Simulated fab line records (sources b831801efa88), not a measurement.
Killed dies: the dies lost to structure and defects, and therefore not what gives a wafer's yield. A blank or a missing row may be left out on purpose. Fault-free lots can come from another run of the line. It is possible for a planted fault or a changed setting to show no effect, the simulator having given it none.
One fault seen from 2 desks | flow gf180mcu | only its own numbers are on each desk; what lay behind them is given at the end

== METROLOGY DESK ==
What the gauges read, lot by lot, whatever tool the lot ran on: means of the sampled wafers that have a number. Marked OUT: a lot whose mean sits more than 4 standard deviations from the usual mean, which makes it out of limits; the brackets give that distance.
Columns: A = cd_nm at GF_M2_CD_MEAS_14, usual 279.8 nm; B = cd_nm at GF_V2_CD_MEAS_14, usual 260.6 nm
lot  | first seen here | A     | B
L262 | day 20 03:54    | 281.0 | 261.9
L265 | day 21 03:27    | 278.7 | 259.6
L266 | day 21 13:11    | 278.0 | 259.8
L267 | day 22 02:17    | 277.0 | 259.6
L269 | day 22 17:50    | 281.4 | 263.1
L270 | day 23 00:58    | 279.2 | 263.3
L271 | day 23 11:58    | 279.0 | 257.1
L272 | day 23 20:43    | 278.5 | 255.0
L273 | day 24 00:42    | 280.7 | 256.0
L274 | day 24 13:29    | 280.2 | 261.9
L281 | day 26 11:09    | 278.1 | 259.7
L283 | day 27 01:12    | 281.7 | 259.9
Result from this desk: across the 12 lots, nothing is out of limits.

== DESK OF THE TOOL OWNER: litho_track-02 ==
Per lot that ran on this tool, the mean of the sampled wafers carrying a number, from the tool's own readings at GF_V2_SOFTBAKE_10 (time 60 s). Marked OUT: a lot whose mean sits more than 4 standard deviations from the usual mean, which makes it out of limits; the brackets give that distance.
Columns: A = heater_power_total_W at GF_V2_SOFTBAKE_10, usual 93.05 W; B = resist_line_temp_C at GF_V2_SOFTBAKE_10, usual 23.03 C; C = run_length_s at GF_V2_SOFTBAKE_10, usual 89.20 s
lot  | first seen here | A                        | B     | C
L262 | day 20 17:00    | 93.03                    | 23.04 | 89.06
L267 | day 22 15:00    | 93.06                    | 22.95 | 89.13
L269 | day 23 06:00    | 93.04                    | 23.00 | 89.06
L270 | day 23 14:00    | 93.10                    | 23.14 | 89.16
L271 | day 24 00:00    | 99.37 (+99 or more) OUT  | 23.13 | 80.49 (-46) OUT
L272 | day 24 09:00    | 105.66 (+99 or more) OUT | 23.02 | 71.71 (-92) OUT
L273 | day 24 13:00    | 99.34 (+99 or more) OUT  | 23.00 | 80.43 (-46) OUT
This desk's verdict: out of limits on L271, L272, L273, starting with L271 at day 24 00:00 (heater_power_total_W at GF_V2_SOFTBAKE_10). In limits: L262, L267, L269, L270.

== TAKEN TOGETHER ==
On L271, L272, L273, at day 24 00:00, an alarm was possible from the tool owner's desk.
At the metrology desk, nothing out of limits was observed.
The metrology desk holds a record of L271, L272, L273, inside its limits.
All the named lots went through GF_V2_SOFTBAKE_10 on litho_track-02.

== WHAT WAS PUT IN BY THE SIMULATOR ==
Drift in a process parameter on litho_track-02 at GF_V2_SOFTBAKE_10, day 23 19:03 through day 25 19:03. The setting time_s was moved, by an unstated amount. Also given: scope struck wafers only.
Lots struck among those shown: L271, L272, L273.
Hours from the fault's start to each desk's first reading out of limits: the tool owner's desk, 5.
